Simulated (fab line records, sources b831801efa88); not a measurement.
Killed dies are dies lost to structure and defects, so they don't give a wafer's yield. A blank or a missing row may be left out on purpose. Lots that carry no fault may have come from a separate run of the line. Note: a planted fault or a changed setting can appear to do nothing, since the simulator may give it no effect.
What tool caused it?    flow gf180mcu    24 lots with 72 wafers sampled at 6 steps, on a route of 602 steps

WHAT THE GAUGES SHOWED, per wafer
GF_HV_LDD_OVL_MEAS_47.
lot   measured      on          HV_LDD_03_OVL (nm)
L074  day 12 13:02  overlay-01  0.7 0.4 0.8
L075  day 12 14:16  overlay-02  0.3 -0.4 0.9
L076  day 12 20:22  overlay-02  0.5 1.0 -0.6
L077  day 13 03:41  overlay-02  -1.5 -1.6 -0.4
L078  day 13 07:41  overlay-02  0.1 -0.1 1.7
L079  day 13 22:11  overlay-02  -1.7 -0.7 0.5
L080  day 14 07:47  overlay-01  -3.1 -0.4 -2.4
L081  day 14 20:26  overlay-01  0.6 1.8 1.7
L082  day 15 08:20  overlay-01  1.2 1.0 1.7
L083  day 15 10:37  overlay-01  1.1 1.5 0.7
L084  day 15 22:19  overlay-02  -1.6 -1.5 0.9
L085  day 16 10:49  overlay-01  1.6 -1.0 3.1
L086  day 16 18:26  overlay-01  -2.3 -1.9 -0.4
L087  day 17 06:34  overlay-02  0.5 3.0 0.5
L088  day 17 09:40  overlay-02  1.8 -1.0 1.3
L090  day 17 19:40  overlay-02  -1.6 -0.3 -0.6
L089  day 17 23:52  overlay-01  -1.5 -1.2 0.0
L091  day 18 02:48  overlay-02  -1.3 -1.3 -2.8
L092  day 18 15:40  overlay-01  0.7 0.4 0.5
L093  day 19 00:43  overlay-02  -0.7 -0.4 1.6
L094  day 19 05:04  overlay-02  0.7 -1.8 -1.9
L095  day 19 08:01  overlay-01  0.9 1.2 0.4
L096  day 19 21:52  overlay-01  -1.9 -0.3 -0.6
L097  day 20 11:13  overlay-02  1.0 1.6 0.7

GF_PSD_CD_MEAS_07: target cd 400 nm.
lot   measured      on         cd nm (nm)
L074  day 14 08:01  cd sem-02  403.8 401.3 401.7
L075  day 14 12:28  cd sem-02  396.5 396.7 395.4
L076  day 14 17:09  cd sem-01  399.8 397.7 397.4
L077  day 15 01:34  cd sem-01  400.1 398.8 401.9
L078  day 15 03:34  cd sem-02  398.4 401.1 400.4
L079  day 15 20:04  cd sem-02  398.4 394.2 398.1
L080  day 16 06:41  cd sem-01  404.0 402.1 403.0
L081  day 16 19:31  cd sem-02  401.0 401.3 403.4
L082  day 17 08:44  cd sem-01  399.3 399.6 400.5
L083  day 17 12:52  cd sem-02  397.1 396.7 398.2
L084  day 17 23:52  cd sem-01  404.5 403.8 401.6
L085  day 18 12:06  cd sem-02  400.1 400.1 401.5
L086  day 18 20:20  cd sem-01  401.8 403.0 403.5
L087  day 19 11:57  cd sem-02  399.3 401.5 400.1
L088  day 19 17:54  cd sem-01  401.8 402.8 402.5
L090  day 19 23:55  cd sem-02  399.4 399.8 401.3
L089  day 20 08:18  cd sem-01  398.4 398.9 399.6
L091  day 20 08:01  cd sem-01  397.7 398.6 397.5
L092  day 20 20:03  cd sem-01  400.8 401.6 401.4
L093  day 21 04:27  cd sem-02  403.1 402.8 403.2
L094  day 21 09:48  cd sem-01  397.5 399.0 399.5
L095  day 21 12:01  cd sem-01  397.4 396.5 399.0
L096  day 22 01:01  cd sem-02  395.9 396.8 396.1
L097  day 22 13:39  cd sem-02  403.1 400.8 399.5

GF_SAB_THK_MEAS_01.
lot   measured      on             SAB_CVD_00_THK (nm)
L074  day 14 08:50  film metro-03  50.0 49.6 50.0
L075  day 14 13:22  film metro-04  50.5 50.8 50.7
L076  day 14 18:01  film metro-03  50.7 50.1 50.6
L077  day 15 02:25  film metro-04  49.9 49.4 50.1
L078  day 15 04:25  film metro-01  49.9 50.3 51.0
L079  day 15 20:55  film metro-01  49.6 50.1 50.6
L080  day 16 07:32  film metro-01  49.7 50.1 51.1
L081  day 16 20:22  film metro-03  50.3 50.8 50.5
L082  day 17 09:35  film metro-01  50.3 50.8 50.9
L083  day 17 13:43  film metro-04  50.7 49.7 49.6
L084  day 18 00:43  film metro-03  50.1 48.5 49.9
L085  day 18 12:58  film metro-01  51.1 51.6 51.6
L086  day 18 21:11  film metro-04  50.2 50.9 51.0
L087  day 19 12:51  film metro-03  50.8 50.6 50.8
L088  day 19 18:46  film metro-03  50.1 51.0 52.1
L090  day 20 00:46  film metro-03  49.2 48.7 50.2
L089  day 20 09:10  film metro-01  48.7 49.5 49.7
L091  day 20 08:52  film metro-01  49.6 50.2 50.8
L092  day 20 20:55  film metro-04  49.3 49.2 49.6
L093  day 21 05:19  film metro-04  49.1 48.8 50.0
L094  day 21 10:44  film metro-04  49.3 50.2 50.0
L095  day 21 12:57  film metro-04  50.6 51.3 50.8
L096  day 22 01:52  film metro-03  49.8 50.1 51.3
L097  day 22 14:31  film metro-03  48.2 48.8 49.4

GF_CONTACT_CD_MEAS_14: target cd 220 nm.
lot   measured      on         cd nm (nm)
L074  day 16 05:19  cd sem-02  219.4 218.8 219.4
L075  day 16 09:15  cd sem-01  219.6 219.9 219.2
L076  day 16 14:39  cd sem-02  218.7 219.8 220.3
L077  day 16 23:37  cd sem-02  220.1 219.7 221.0
L078  day 17 02:09  cd sem-02  221.2 221.5 222.1
L079  day 17 19:15  cd sem-01  217.3 217.7 218.7
L080  day 18 07:11  cd sem-01  221.8 221.6 222.0
L081  day 18 20:41  cd sem-02  220.0 220.4 219.6
L082  day 19 10:19  cd sem-01  219.7 220.7 219.1
L083  day 19 14:48  cd sem-02  219.1 218.2 218.4
L084  day 20 02:12  cd sem-01  216.0 216.2 217.7
L085  day 20 15:00  cd sem-01  220.5 220.7 220.5
L086  day 20 23:14  cd sem-02  220.7 218.7 219.3
L087  day 21 14:16  cd sem-01  218.6 220.0 219.4
L088  day 21 20:24  cd sem-02  221.6 221.9 221.9
L090  day 22 01:45  cd sem-01  221.4 221.1 222.0
L089  day 22 11:09  cd sem-02  222.5 220.2 222.0
L091  day 22 10:52  cd sem-02  219.8 221.6 222.1
L092  day 22 20:42  cd sem-02  221.2 221.8 222.1
L093  day 23 04:48  cd sem-02  219.9 221.2 219.9
L094  day 23 10:12  cd sem-02  220.8 220.8 220.5
L095  day 23 12:39  cd sem-02  219.8 220.2 221.3
L096  day 24 00:44  cd sem-01  220.0 219.6 220.5
L097  day 24 12:39  cd sem-01  220.7 221.5 221.0

WHAT TOOL EACH LOT RAN ON (gives the tool, then ch and the chambers of the sampled wafers, and finally the start)
lot   GF_POLY_GATE_STRIP_14                 GF_HV_LDD_STRIP_37
L074  plasma asher-02 ch 0,1, day 9 09:18   plasma asher-04 ch 0,1, day 11 18:26
L075  plasma asher-02 ch 0,1, day 9 09:58   plasma asher-02 ch 0,1, day 11 19:25
L076  plasma asher-04 ch 0,1, day 9 15:39   plasma asher-02 ch 0,1, day 12 01:22
L077  plasma asher-02 ch 0,1, day 9 20:37   plasma asher-04 ch 0, day 12 08:56
L078  plasma asher-02 ch 0,1, day 10 02:07  plasma asher-01 ch 0,1, day 12 12:16
L079  plasma asher-03 ch 0,1, day 10 14:28  plasma asher-04 ch 0,1, day 13 01:52
L080  plasma asher-03 ch 0,1, day 10 22:54  plasma asher-02 ch 0,1, day 13 11:14
L081  plasma asher-04 ch 0,1, day 11 10:58  plasma asher-04 ch 0,1, day 13 23:13
L082  plasma asher-03 ch 0, day 11 21:34    plasma asher-04 ch 0,1, day 14 11:55
L083  plasma asher-03 ch 0,1, day 11 23:31  plasma asher-02 ch 0,1, day 14 13:40
L084  plasma asher-03 ch 0,1, day 12 10:22  plasma asher-02 ch 0,1, day 15 01:10
L085  plasma asher-04 ch 0,1, day 12 20:52  plasma asher-02 ch 0,1, day 15 12:56
L086  plasma asher-02 ch 0,1, day 13 03:18  plasma asher-01 ch 0,1, day 15 19:56
L087  plasma asher-04 ch 0,1, day 13 14:28  plasma asher-04 ch 1, day 16 07:58
L088  plasma asher-03 ch 0, day 13 16:46    plasma asher-01 ch 0, day 16 10:58
L090  plasma asher-03 ch 0,1, day 14 01:31  plasma asher-02 ch 0,1, day 16 20:43
L089  plasma asher-02 ch 0,1, day 14 05:46  plasma asher-01 ch 0,1, day 17 00:40
L091  plasma asher-02 ch 0,1, day 14 08:55  plasma asher-01 ch 1, day 17 03:46
L092  plasma asher-03 ch 0,1, day 14 16:17  plasma asher-04 ch 0,1, day 17 16:40
L093  plasma asher-04 ch 0,1, day 15 00:04  plasma asher-04 ch 0,1, day 18 00:49
L094  plasma asher-02 ch 0,1, day 15 06:43  plasma asher-02 ch 0, day 18 04:52
L095  plasma asher-03 ch 0,1, day 15 09:34  plasma asher-04 ch 0,1, day 18 08:07
L096  plasma asher-03 ch 0,1, day 15 21:46  plasma asher-01 ch 0,1, day 18 21:19
L097  plasma asher-04 ch 0,1, day 16 04:52  plasma asher-01 ch 0,1, day 19 11:03
- GF_POLY_GATE_STRIP_14: strips in O2/N2.
- GF_HV_LDD_STRIP_37: strips in O2/N2.

AS READ BY THE TOOLS THEMSELVES (means over the sampled wafers that have a number; for cases with no such wafer, the mark the record gives instead)
GF_POLY_GATE_STRIP_14.
lot   tool             drypump motor current A (A)  heater power w (W)  oes product au (a.u.)
L074  plasma asher-02  5.5                          346                 0.506
L075  plasma asher-02  5.7                          332                 0.506
L076  plasma asher-04  5.4                          324                 0.508
L077  plasma asher-02  5.5                          349                 0.506
L078  plasma asher-02  5.5                          350                 0.504
L079  plasma asher-03  5.0                          317                 0.503
L080  plasma asher-03  4.9                          317                 0.497
L081  plasma asher-04  5.7                          310                 0.507
L082  plasma asher-03  4.6                          313                 0.503
L083  plasma asher-03  5.0                          313                 0.508
L084  plasma asher-03  5.0                          321                 0.500
L085  plasma asher-04  5.7                          311                 0.506
L086  plasma asher-02  5.5                          351                 0.504
L087  plasma asher-04  5.7                          313                 0.505
L088  plasma asher-03  4.6                          316                 0.504
L090  plasma asher-03  4.8                          312                 0.507
L089  plasma asher-02  5.5                          346                 0.508
L091  plasma asher-02  5.8                          335                 0.502
L092  plasma asher-03  5.0                          321                 0.502
L093  plasma asher-04  5.3                          321                 0.506
L094  plasma asher-02  5.7                          331                 0.504
L095  plasma asher-03  4.9                          310                 0.504
L096  plasma asher-03  5.0                          310                 0.504
L097  plasma asher-04  5.3                          327                 0.506

GF_HV_LDD_STRIP_37.
lot   tool             drypump motor current A (A)  heater power w (W)  oes product au (a.u.)  strip time to endpoint s (s)
L074  plasma asher-04  5.7                          310                 0.716                  12.62
L075  plasma asher-02  5.5                          351                 0.717                  12.66
L076  plasma asher-02  5.7                          330                 0.718                  12.67
L077  plasma asher-04  5.1                          338                 0.713                  12.57
L078  plasma asher-01  5.9                          347                 0.717                  12.58
L079  plasma asher-04  5.4                          325                 0.712                  12.67
L080  plasma asher-02  5.7                          335                 0.716                  12.61
L081  plasma asher-04  5.4                          324                 0.714                  12.55
L082  plasma asher-04  5.7                          311                 0.714                  12.60
L083  plasma asher-02  5.7                          327                 0.711                  12.54
L084  plasma asher-02  5.7                          334                 0.718                  12.61
L085  plasma asher-02  5.8                          335                 0.721                  12.61
L086  plasma asher-01  5.8                          348                 0.716                  12.58
L087  plasma asher-04  6.0                          300                 0.712                  12.61
L088  plasma asher-01  5.6                          342                 0.712                  12.60
L090  plasma asher-02  5.5                          350                 0.716                  12.60
L089  plasma asher-01  5.8                          347                 0.715                  12.56
L091  plasma asher-01  6.0                          349                 0.718                  12.71
L092  plasma asher-04  5.4                          325                 0.715                  12.65
L093  plasma asher-04  5.7                          309                 0.718                  12.65
L094  plasma asher-02  5.3                          371                 0.721                  12.59
L095  plasma asher-04  5.4                          322                 0.719                  12.70
L096  plasma asher-01  5.9                          343                 0.714                  12.64
L097  plasma asher-01  5.9                          347                 0.716                  12.62

THE ANSWER, worked out from the rows above alone
Rule: what is usual is taken from the lots themselves. Put in order of their means at a reading, lots are off if they are a third of the lots or fewer, leave a main group of 4 or more, and stand apart from it by a gap of 3 or more times the standard deviation of the main group's means; of several such gaps the widest counts. A main group is skipped when, at the precision printed for the reading in the tables above, its means are all equal. Also off: a lot with no number at a reading for which 4 or more lots have one. Any other lot the step has rows for is counted as sound. Order of review: gauges by route order, followed by the tools' own readings, for which a lot's mean as printed above is used. The first step at which some lot is off is used, and at that step the reading that is off furthest; a lot without a number counts as furthest.
None of the lots is off at any reading shown; this tells nothing.

WHAT WAS PUT IN BY THE SIMULATOR
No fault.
